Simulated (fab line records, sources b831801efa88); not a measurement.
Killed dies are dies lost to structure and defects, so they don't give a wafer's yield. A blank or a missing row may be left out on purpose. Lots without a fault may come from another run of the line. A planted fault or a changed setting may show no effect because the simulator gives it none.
Tool commonality check | flow gf180mcu | 11 lots, 39 wafers sampled

WHY IT WAS OPENED
At GF_HV_LDD_THK_MEAS_57 the reading HV_LDD_CVD_56_THK is flagged on 2 of 11 lots. Wafers without a fault read 89.7 nm, standard deviation 0.83.
Rule: a lot is flagged when every wafer of it that has a number lies more than 4 standard deviations from that mean, or none has a number. The other lots count as sound.

lot  | measured     | on            | HV_LDD_CVD_56_THK (nm), wafer by wafer | flag
L862 | day 13 01:09 | film_metro-04 | 89.7 89.6 89.2                         |
L863 | day 13 09:37 | film_metro-03 | 90.1 90.3 89.7                         |
L865 | day 14 08:01 | film_metro-04 | 90.4 90.5 92.0                         |
L868 | day 15 04:01 | film_metro-01 | 89.1 88.9 89.3                         |
L869 | day 15 15:32 | film_metro-04 | 65.7 65.0 64.9 65.6 65.0 65.0          | FLAGGED
L870 | day 15 21:59 | film_metro-03 | 64.5 64.3 64.4 64.5 64.3 64.4          | FLAGGED
L879 | day 18 21:11 | film_metro-04 | 88.2 88.8 88.5                         |
L880 | day 19 04:25 | film_metro-03 | 89.7 89.8 89.8                         |
L881 | day 19 11:25 | film_metro-04 | 89.3 89.5 88.8                         |
L882 | day 19 17:32 | film_metro-04 | 89.6 89.9 89.3                         |
L883 | day 20 15:08 | film_metro-01 | 90.6 90.9 90.9                         |
The numbers of the flagged lots are 64.8 nm on average: -24.9 nm against the usual, or -30 standard deviations.

WHICH TOOL RAN EACH LOT
The record holds 2 process steps before the reading, out of a route of 602 steps. In each cell: the tool, then ch and the chambers that the sampled wafers went through, then the start.
lot  | flag    | GF_HV_LDD_RTA_52                 | GF_HV_LDD_CVD_56
L862 |         | rtp_anneal-02 ch 0, day 12 21:40 | lpcvd-01 ch 0, day 12 23:43
L863 |         | rtp_anneal-02 ch 0, day 13 06:55 | lpcvd-01 ch 1, day 13 08:11
L865 |         | rtp_anneal-01 ch 0, day 14 05:00 | lpcvd-02 ch 1, day 14 06:34
L868 |         | rtp_anneal-02 ch 0, day 15 01:19 | lpcvd-01 ch 1, day 15 02:35
L869 | FLAGGED | rtp_anneal-01 ch 0, day 15 12:50 | lpcvd-01 ch 1, day 15 14:05
L870 | FLAGGED | rtp_anneal-01 ch 0, day 15 19:17 | lpcvd-01 ch 1, day 15 20:32
L879 |         | rtp_anneal-02 ch 0, day 18 17:46 | lpcvd-01 ch 0, day 18 19:02
L880 |         | rtp_anneal-02 ch 0, day 19 01:43 | lpcvd-02 ch 1, day 19 02:59
L881 |         | rtp_anneal-01 ch 0, day 19 08:43 | lpcvd-02 ch 1, day 19 09:59
L882 |         | rtp_anneal-02 ch 0, day 19 14:50 | lpcvd-02 ch 0, day 19 16:05
L883 |         | rtp_anneal-02 ch 0, day 20 11:55 | lpcvd-01 ch 0, day 20 13:42
What these steps do:
- GF_HV_LDD_RTA_52: time 10 s.
- GF_HV_LDD_CVD_56: deposits Si3N4 from DCS/NH3, target thk 90 nm, time 1543 s.
- GF_HV_LDD_THK_MEAS_57

FLAGGED OVER TOTAL, TOOL BY TOOL (the gauges that took the reading come last)
step                  | tool          | lots run | flagged | share of the flagged lots | sound lots run after its first flagged lot
GF_HV_LDD_RTA_52      | rtp_anneal-01 | 4        | 2       | all                       | 1 (L881)
GF_HV_LDD_RTA_52      | rtp_anneal-02 | 7        | 0       | none                      | -
GF_HV_LDD_CVD_56      | lpcvd-01      | 7        | 2       | all                       | 2 (L879,L883)
GF_HV_LDD_CVD_56      | lpcvd-02      | 4        | 0       | none                      | -
GF_HV_LDD_THK_MEAS_57 | film_metro-01 | 2        | 0       | none                      | -
GF_HV_LDD_THK_MEAS_57 | film_metro-03 | 3        | 1       | some                      | 1 (L880)
GF_HV_LDD_THK_MEAS_57 | film_metro-04 | 6        | 1       | some                      | 3 (L879,L881,L882)

WHAT THE TABLE ALLOWS
2 rows of the table ran every flagged lot: rtp_anneal-01 at GF_HV_LDD_RTA_52, lpcvd-01 at GF_HV_LDD_CVD_56.
- rtp_anneal-01 at GF_HV_LDD_RTA_52: 2 of its 4 lots flagged. Sound lots ran on it after the first flagged one (L881), which a lasting fault on the whole tool wouldn't allow.
- lpcvd-01 at GF_HV_LDD_CVD_56: 2 of its 7 lots flagged. Sound lots ran on it after the first flagged one (L879, L883), which a lasting fault on the whole tool wouldn't allow. Its own readings lie more than 4 standard deviations out on every wafer of the flagged lots: spike_tc_bottom_C, spike_tc_centre_C, spike_tc_lower_C, spike_tc_top_C, spike_tc_upper_C, susceptor_temp_C.
No row of the table ran every flagged lot and no sound lot after the first.

WHAT THE SIMULATOR HAD PUT IN
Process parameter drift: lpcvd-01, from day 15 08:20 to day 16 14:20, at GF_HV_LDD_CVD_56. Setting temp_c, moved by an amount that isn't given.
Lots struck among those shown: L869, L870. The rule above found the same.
